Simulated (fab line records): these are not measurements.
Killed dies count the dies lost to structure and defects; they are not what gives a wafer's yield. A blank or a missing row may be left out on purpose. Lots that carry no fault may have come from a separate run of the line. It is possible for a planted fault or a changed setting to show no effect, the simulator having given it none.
Which of the tools did it?	flow gf180mcu	14 lots with 42 wafers sampled at 5 steps, on a route of 602 steps

## WHAT THE GAUGES SHOWED, per wafer
GF_MVPSD_TW_MEAS_11. Usual: MVPSD_TW gives 552 (standard deviation 5.8).
lot	measured	on	MVPSD_TW	flag
L831	day 4 23:39	film_metro-01	547 547 545	
L832	day 5 04:50	film_metro-02	547 550 551	
L833	day 5 15:08	film_metro-02	548 551 550	
L834	day 5 21:04	film_metro-04	550 552 551	
L835	day 6 01:09	film_metro-01	541 543 541	
L840	day 7 08:31	film_metro-01	546 545 546	
L842	day 7 20:58	film_metro-04	558 558 561	
L844	day 8 08:14	film_metro-04	556 556 558	
L847	day 9 01:17	film_metro-01	543 547 543	
L848	day 9 08:11	film_metro-01	543 547 544	
L849	day 9 13:19	film_metro-04	559 553 553	
L851	day 10 00:43	film_metro-02	551 549 548	
L852	day 10 04:28	film_metro-04	555 557 556	
L854	day 10 17:07	film_metro-02	549 548 546	

GF_HV_LDD_CD_MEAS_19: the cd target is 400 nm. Usual: cd_nm reads 400.4 nm (standard deviation 1.8).
lot	measured	on	cd_nm (nm)	flag
L831	day 11 01:15	cd_sem-01	400.8 402.1 402.3	
L832	day 11 02:04	cd_sem-01	400.8 398.9 399.6	
L833	day 12 00:02	cd_sem-01	398.5 398.7 398.9	
L834	day 11 22:45	cd_sem-01	399.2 399.3 400.4	
L835	day 12 00:42	cd_sem-01	402.8 398.9 398.4	
L840	day 13 14:33	cd_sem-02	393.4 391.9 392.1	OFF
L842	day 14 06:46	cd_sem-01	394.9 393.2 393.3	OFF
L844	day 14 22:24	cd_sem-01	400.5 401.6 400.4	
L847	day 15 17:22	cd_sem-02	399.8 398.2 398.1	
L848	day 16 01:20	cd_sem-02	399.7 401.6 403.3	
L849	day 16 10:28	cd_sem-02	400.7 402.0 401.6	
L851	day 17 04:05	cd_sem-02	400.6 400.3 397.9	
L852	day 17 12:22	cd_sem-01	400.5 401.8 400.3	
L854	day 18 03:34	cd_sem-02	398.9 397.6 397.7	

GF_PSD_CD_MEAS_07: the cd target is 400 nm. Usual: cd_nm reads 400.2 nm (standard deviation 2.1).
lot	measured	on	cd_nm (nm)	flag
L831	day 14 12:44	cd_sem-02	402.0 401.7 400.3	
L832	day 14 14:16	cd_sem-02	400.8 401.0 400.8	
L833	day 15 13:03	cd_sem-02	397.8 395.0 396.5	
L834	day 15 12:28	cd_sem-01	404.2 402.7 400.2	
L835	day 15 14:58	cd_sem-02	402.9 399.1 400.6	
L840	day 17 09:08	cd_sem-02	398.6 400.9 399.5	
L842	day 18 04:42	cd_sem-01	399.3 399.0 400.0	
L844	day 18 19:43	cd_sem-01	397.6 398.2 399.2	
L847	day 19 17:47	cd_sem-01	399.5 399.9 400.4	
L848	day 20 04:34	cd_sem-02	400.1 399.7 399.4	
L849	day 20 15:22	cd_sem-02	402.2 405.8 400.6	
L851	day 21 08:10	cd_sem-01	403.3 402.7 401.4	
L852	day 21 17:13	cd_sem-01	401.0 401.6 401.0	
L854	day 22 07:34	cd_sem-02	398.3 399.5 399.3	

## EACH LOT AND THE TOOL THAT RAN IT (in order: tool; ch and the chambers of the sampled wafers; start)
lot	GF_VT_IMPLANT_RTA_45	GF_HV_LDD_DEVELOP_18
L831	rtp_anneal-01 ch 0, day 7 13:04	litho_track-03 ch 0, day 11 01:07
L832	rtp_anneal-02 ch 0, day 7 19:34	litho_track-01 ch 0, day 11 01:56
L833	rtp_anneal-01 ch 0, day 8 05:40	litho_track-04 ch 0, day 11 23:53
L834	rtp_anneal-02 ch 0, day 8 12:32	litho_track-04 ch 0, day 11 22:37
L835	rtp_anneal-01 ch 0, day 8 15:14	litho_track-04 ch 0, day 12 00:34
L840	rtp_anneal-02 ch 0, day 10 02:50	litho_track-04 ch 0, day 13 14:25
L842	rtp_anneal-01 ch 0, day 10 16:08	litho_track-04 ch 0, day 14 06:37
L844	rtp_anneal-01 ch 0, day 11 04:37	litho_track-01 ch 0, day 14 22:15
L847	rtp_anneal-02 ch 0, day 11 23:37	litho_track-01 ch 0, day 15 17:14
L848	rtp_anneal-01 ch 0, day 12 06:50	litho_track-03 ch 0, day 16 01:11
L849	rtp_anneal-02 ch 0, day 12 13:10	litho_track-03 ch 0, day 16 10:19
L851	rtp_anneal-01 ch 0, day 13 03:31	litho_track-04 ch 0, day 17 03:56
L852	rtp_anneal-01 ch 0, day 13 08:52	litho_track-03 ch 0, day 17 12:13
L854	rtp_anneal-02 ch 0, day 13 23:09	litho_track-01 ch 0, day 18 03:25
- GF_VT_IMPLANT_RTA_45: time 30 s.
- GF_HV_LDD_DEVELOP_18: develop time 60 s.

## AS READ BY THE TOOLS THEMSELVES (means over the sampled wafers that have a number; for cases with no such wafer, the mark the record gives instead)
GF_VT_IMPLANT_RTA_45. Usual: lamp_power_pct 32.0 %, standard deviation 1.8; wafer_temp_C_max 1053.7, standard deviation 1.2.
lot	tool	lamp_power_pct (%)	wafer_temp_C_max	flag
L831	rtp_anneal-01	33.6	1054.4	
L832	rtp_anneal-02	30.1	1052.3	
L833	rtp_anneal-01	33.6	1054.7	
L834	rtp_anneal-02	30.0	1052.6	
L835	rtp_anneal-01	33.6	1054.6	
L840	rtp_anneal-02	30.0	1052.3	
L842	rtp_anneal-01	33.6	1053.6	
L844	rtp_anneal-01	33.6	1054.5	
L847	rtp_anneal-02	30.0	1051.6	
L848	rtp_anneal-01	33.6	1054.9	
L849	rtp_anneal-02	30.1	1053.7	
L851	rtp_anneal-01	33.6	1054.5	
L852	rtp_anneal-01	33.6	1055.6	
L854	rtp_anneal-02	30.0	1053.2	

## THE ANSWER, worked out from the rows above alone
Rule: take the mean of a lot's wafers that have a number; if it is more than 3 standard deviations from the usual mean, the lot is off. A lot without any number at a reading at which 4 lots or more have one is off too. All remaining lots with rows at the step are treated as sound. First the gauges in route order, then the tools' own readings, where a lot's mean is used as printed above. At the first step where some lot is off, the reading lying furthest off is the one used; lots without a number count as furthest.
Off: L840, L842 (GF_HV_LDD_CD_MEAS_19, cd_nm).
If a tool, at a process step before that reading, ran all the lots that are off and no sound lot after the first of them, it fits. The gauges at GF_HV_LDD_CD_MEAS_19 are tried like those tools. None of those tried fits.

## WHAT THE SIMULATOR HAD PUT IN
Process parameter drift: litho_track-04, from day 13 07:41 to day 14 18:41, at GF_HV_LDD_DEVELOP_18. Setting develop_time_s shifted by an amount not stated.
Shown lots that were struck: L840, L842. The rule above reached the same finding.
